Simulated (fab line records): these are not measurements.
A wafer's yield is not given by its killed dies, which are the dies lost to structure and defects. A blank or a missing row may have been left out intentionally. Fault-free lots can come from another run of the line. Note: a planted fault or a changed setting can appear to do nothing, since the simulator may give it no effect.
The tool behind it: which one? / flow gf180mcu / 19 wafers from 7 lots sampled at 3 of the route's 602 steps

## WHAT THE GAUGES SHOWED, per wafer
GF_MIM_THK_MEAS_06.
lot=L746; measured=day 25 17:46; on=film-metro-04; MIM_CVD_05_THK (nm)=41.4 42.4 41.9
lot=L748; measured=day 26 17:14; on=film-metro-01; MIM_CVD_05_THK (nm)=41.4 41.9 42.0
lot=L750; measured=day 27 04:50; on=film-metro-04; MIM_CVD_05_THK (nm)=42.0 41.5 42.3
lot=L756; measured=day 29 11:52; on=film-metro-02; MIM_CVD_05_THK (nm)=41.7 41.6 42.5
lot=L759; measured=day 29 22:35; on=film-metro-02; MIM_CVD_05_THK (nm)=43.9
lot=L763; measured=day 30 23:24; on=film-metro-02; MIM_CVD_05_THK (nm)=41.6 41.6 42.7
lot=L765; measured=day 31 09:59; on=film-metro-02; MIM_CVD_05_THK (nm)=42.2 41.5 42.7

## EACH LOT AND THE TOOL THAT RAN IT (in order: tool; ch and the chambers of the sampled wafers; start)
lot=L746; GF_MIM_SPUTTER_01=pvd-sputter-03, day 25 17:36; GF_MIM_CVD_05=pecvd-04 ch 0,1, day 25 17:44
lot=L748; GF_MIM_SPUTTER_01=pvd-sputter-04, day 26 17:04; GF_MIM_CVD_05=pecvd-04 ch 0,1,2, day 26 17:11
lot=L750; GF_MIM_SPUTTER_01=pvd-sputter-04, day 27 04:41; GF_MIM_CVD_05=pecvd-01 ch 0,1,2, day 27 04:48
lot=L756; GF_MIM_SPUTTER_01=pvd-sputter-03, day 29 11:42; GF_MIM_CVD_05=pecvd-02 ch 0,1,2, day 29 11:49
lot=L759; GF_MIM_SPUTTER_01=pvd-sputter-02, day 29 22:24; GF_MIM_CVD_05=pecvd-04 ch 1, day 29 22:32
lot=L763; GF_MIM_SPUTTER_01=pvd-sputter-02, day 30 23:14; GF_MIM_CVD_05=pecvd-02 ch 0,1, day 30 23:22
lot=L765; GF_MIM_SPUTTER_01=pvd-sputter-04, day 31 09:50; GF_MIM_CVD_05=pecvd-02 ch 0,1, day 31 09:58
- GF_MIM_SPUTTER_01: material TiN, target thk 30 nm, time 25 s.
- GF_MIM_CVD_05: deposits Si3N4, target thk 42 nm, time 29.086 s.

## THE ANSWER, worked out from the rows above alone
Rule: the usual values come from the lots themselves. The widest of any qualifying gaps counts: lots, ordered by their means at a reading, are off when they make up no more than a third of the lots, leave a main group of 4 or more, and stand apart from it by 3 or more times the standard deviation of that group's means. If all means in a main group match to the digits the tables above print for the reading, that group is not used. Also off: a lot with no number at a reading for which 4 or more lots have one. The other lots that the step has rows for count as sound.
Off: L759, at GF_MIM_THK_MEAS_06 (MIM_CVD_05_THK). For the main group the mean is 41.9 nm and the standard deviation 0.11.
A tool fits if, at a process step before that reading, it ran every lot that is off, and no sound lot after the first of them. The gauges at GF_MIM_THK_MEAS_06 are tried like those tools. One fits: GF_MIM_CVD_05 on pecvd-04. Its last sound lot is L748 (day 26 17:11), its first lot that is off L759 (day 29 22:32): a fault that began between those two fits.

## WHAT THE SIMULATOR HAD INSERTED
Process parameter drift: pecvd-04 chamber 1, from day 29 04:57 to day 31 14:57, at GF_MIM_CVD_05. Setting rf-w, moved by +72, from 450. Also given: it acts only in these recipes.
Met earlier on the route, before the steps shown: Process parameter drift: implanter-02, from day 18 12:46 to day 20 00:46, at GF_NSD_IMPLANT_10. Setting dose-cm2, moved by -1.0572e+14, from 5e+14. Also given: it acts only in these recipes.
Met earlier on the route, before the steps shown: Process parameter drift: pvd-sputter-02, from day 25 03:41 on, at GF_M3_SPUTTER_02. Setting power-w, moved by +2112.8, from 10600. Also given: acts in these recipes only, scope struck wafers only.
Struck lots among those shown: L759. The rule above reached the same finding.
